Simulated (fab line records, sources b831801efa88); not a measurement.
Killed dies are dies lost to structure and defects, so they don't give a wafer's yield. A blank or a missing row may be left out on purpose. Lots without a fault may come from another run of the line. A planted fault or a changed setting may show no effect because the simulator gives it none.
A struck lot beside a sound one | flow sky130 | 15 steps out of a route of 708
Sound: wafers L682.1, L682.5, L682.6. Struck: wafers L687.1, L687.2, L687.5. The cause comes at the end.
At each step with rows: each side's tool, then ch and its chambers, then its first start. Under that, the readings that differ: sound wafers | struck wafers | difference of the means | sigmas: that difference in standard deviations of wafers without a fault.
alike: readings whose means differ by less than 2 such deviations, and words and numbers that are the same on both sides. not compared: withheld readings, readings that some wafer has no value for, bounds like >300 that may hide the same value, and numbers for which the record gives no deviation and whose values overlap.
The two part at a step that has a row with sigmas, a row that says differs or no value, or rows on one side only. Numbers that don't overlap but have no deviation are shown without sigmas and don't part them. A reading that every wafer of one side lacks parts them only if that side has two wafers or more.

SKY_VIA1_CMP_02: polishes SiO2.
  sound on cmp-01 ch 0,1, day 34 20:31; struck on cmp-01 ch 0,1,3, day 36 01:32
  alike: motor_current_A
SKY_VIA1_BOW_MEAS_03:
  sound on film_metro-01, day 34 20:49; struck on film_metro-04, day 36 01:47
  alike: VIA1_BOW
then, 8 steps without rows for these wafers: SKY_VIA1_DEHYDRATE_04 (time 60 s); SKY_VIA1_HMDS_05 (prime time 60 s); SKY_VIA1_COAT_06 (resist thk 60 nm); SKY_VIA1_COAT_07 (resist thk 450 nm); SKY_VIA1_SOFTBAKE_08 (time 90 s); SKY_VIA1_EXPOSE_09 (exposes mask VIM, target cd 150 nm); SKY_VIA1_PEB_10; SKY_VIA1_DEVELOP_11 (develop time 60 s).
SKY_VIA1_CD_MEAS_12: target cd 150 nm.
  sound on cd_sem-01, day 35 23:04; struck on cd_sem-01, day 37 03:52
  reading    | sound             | struck            | difference | sigmas
  cd_nm (nm) | 151.4 151.6 151.1 | 149.4 147.8 148.4 | -2.8       | -2
SKY_VIA1_OVL_MEAS_13:
  sound on overlay-01, day 35 23:11; struck on overlay-02, day 37 03:59
  alike: VIA1_OVL
SKY_VIA1_ETCH_14: etches BARC in N2/H2, stops on SiO2, time 45.9 s, target depth 60 nm.
  sound on rie_diel-03 ch 0,1,2, day 35 23:14; struck on rie_diel-03 ch 0,2,3, day 37 04:01
  reading                                     | sound           | struck            | difference | sigmas
  model.KrF-thick_of_VIA1_COAT_07.thk_nm (nm) | 392.3 392 391.5 | 390.9 391.4 389.6 | -1.3       |
  alike: drypump_motor_current_A, n2_flow_sccm, oes_product_au, rf_fwd_power_W, throttle_valve_pct
  not compared: rf_hours_counter_h
SKY_VIA1_ETCH_15: etches SiO2 in C4F8/O2/Ar, stops on TiN, target depth 351 nm, time 54 s.
  sound on rie_diel-03 ch 0,1,2, day 35 23:16; struck on rie_diel-03 ch 0,2,3, day 37 04:04
  alike: oes_product_au, rf_fwd_power_W
  not compared: rf_hours_counter_h
SKY_PAD_OPEN_PROBE_99:
  the record has rows for the sound wafers here (prober-01, day 47 06:26) and none for the struck ones

WHERE THEY PART
First at SKY_VIA1_CD_MEAS_12; last, within this record, at SKY_PAD_OPEN_PROBE_99.

WHY: what the simulator had put in
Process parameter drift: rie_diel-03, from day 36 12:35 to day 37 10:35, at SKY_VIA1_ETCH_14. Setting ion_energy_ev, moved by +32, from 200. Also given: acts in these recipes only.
